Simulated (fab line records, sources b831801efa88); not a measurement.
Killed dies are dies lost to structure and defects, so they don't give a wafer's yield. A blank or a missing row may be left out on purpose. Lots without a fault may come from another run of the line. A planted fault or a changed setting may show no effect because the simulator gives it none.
One fault seen from 2 desks | flow sky130 | each desk has only its own numbers; what lay behind them comes last

THE METROLOGY DESK
What the gauges read, lot by lot, whatever tool the lot ran on: means of the sampled wafers that have a number. A lot is out of limits, marked OUT, if its mean lies more than 4 standard deviations from the usual mean; the brackets give that distance.
Columns: A = VIA3_W_RS at SKY_VIA3_RS_MEAS_22, usual 0.294 ohm/sq; B = VIA3_W_THK at SKY_VIA3_THK_MEAS_23, usual 396 nm
lot  | first seen here | A     | B
L197 | day 42 10:58    | 0.294 | 393
L201 | day 43 14:28    | 0.291 | 398
L205 | day 44 05:15    | 0.294 | 391
L206 | day 44 09:19    | 0.289 | 399
L208 | day 44 13:25    | 0.299 | 399
L213 | day 45 14:05    | 0.300 | 381
This desk's finding: nothing out of limits on any of the 6 lots.

THE TOOL OWNER'S DESK: pvd_sputter-02
The tool's own readings at SKY_METAL4_SPUTTER_01 (material TiN, target thk 20 nm, time 16.7 s): means of the sampled wafers that have a number, for each lot that ran on this tool. A lot is out of limits, marked OUT, if its mean lies more than 4 standard deviations from the usual mean; the brackets give that distance.
Columns: A = chamber_pressure_pa at SKY_METAL4_SPUTTER_01, usual 0.4001 Pa; B = throttle_valve_pct at SKY_METAL4_SPUTTER_01, usual 30.1 %
lot  | first seen here | A      | B
L201 | day 43 14:58    | 0.4000 | 29.8
L205 | day 44 05:46    | 0.4007 | 29.4
L208 | day 44 13:53    | 0.3993 | 29.7
This desk's finding: nothing out of limits on any of the 3 lots.

PUT TOGETHER
The metrology desk saw nothing out of limits.
The tool owner's desk saw nothing out of limits.

WHAT THE SIMULATOR HAD PUT IN
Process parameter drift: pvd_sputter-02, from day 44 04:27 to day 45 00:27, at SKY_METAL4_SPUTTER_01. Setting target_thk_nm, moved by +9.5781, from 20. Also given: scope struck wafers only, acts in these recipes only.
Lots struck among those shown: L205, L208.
